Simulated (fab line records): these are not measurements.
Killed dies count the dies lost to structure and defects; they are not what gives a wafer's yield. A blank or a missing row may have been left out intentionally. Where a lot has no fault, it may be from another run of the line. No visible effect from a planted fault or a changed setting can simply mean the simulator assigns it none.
8D (eight disciplines) problem report, filled in by code	flow gf180mcu	the parts of the form that need people (team, actions taken, sign-off) are left out

## 1. THE PROBLEM
run_length_s at GF_STI_ETCH_14 reads a mean of 136.0 s on 6 wafers of 2 lots; wafers without a fault read 131.2 s with a standard deviation of 0.48. Relative to the usual mean, that is a shift of +10 standard deviations.
The step: etches Si in HBr/Cl2/O2, target depth 360 nm, time 102.9 s.
First seen on wafer L453.1, day 4 09:40, on rie_si-01. At this step, 39 wafers from 13 lots have a number in the record. The rule behind "out" and "out of limits": a value lying over 4 standard deviations away from the usual mean. The other wafers with a number count as sound.

## 2. WHAT IT IS, WHAT IT ISN'T
question	is	is not
which readings at this step	run_length_s	drypump_motor_current_A, mfc_cl2_sccm, oes_product_au, throttle_valve_pct
which lots	L453, L454	L443, L445, L450, L456, L458, L459, L460, L461, L463, L464, L465
which wafers of those lots	all that have a number	-
read on which tools	rie_si-01	rie_si-02
when	from day 4 09:40	up to then (9 sound wafers); but 24 sound wafers of L456, L458, L459, L460, L461, L463, L464, L465 came after

## 3. SUSPECTS, AND WHAT RULES EACH OUT
Counting: a tool at a process step up to the reading stays a suspect if it ran every lot that is out and no sound lot after the first of them.
- rie_si-01 at GF_STI_ETCH_14 (etches Si in HBr/Cl2/O2, target depth 360 nm, time 102.9 s): ruled out as a lasting fault. The sound lots L464, L465 went through it after L453, its earliest lot that is out (day 4 09:40).
Left after counting: nothing in the record.

## 4. THE CAUSE (what the simulator had put in)
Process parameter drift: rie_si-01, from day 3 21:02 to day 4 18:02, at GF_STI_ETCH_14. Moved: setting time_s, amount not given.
Counting ruled it out, wrongly.

## 5. THE EFFECT CHAIN, in route order
Rows list readings where the struck wafers' mean (over those with a number) sits beyond 3 standard deviations from the usual. Only readings for which the record gives a usual standard deviation are gone through. hours: the time from each lot's start at the first step in this table that gives one to its start at this step, as a median over the lots. sigmas: the change in usual standard deviations.
hours	step	reading	usual	on struck wafers	change	sigmas
0	GF_STI_ETCH_14	run_length_s	131.2 s	136.0	+4.8	+10
Process steps it contains:
- GF_STI_ETCH_14: etches Si in HBr/Cl2/O2, target depth 360 nm, time 102.9 s.
Later steps that measure or inspect, where all struck wafers having a row at the step show a number for every such reading and not one has moved that far: GF_STI_THK_MEAS_22, GF_NWELL_TW_MEAS_11.

## 6. WHAT WOULD HAVE CAUGHT IT SOONER
In this record the first reading out of limits was taken at day 4 09:40, 13 hours after the fault began at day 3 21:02.
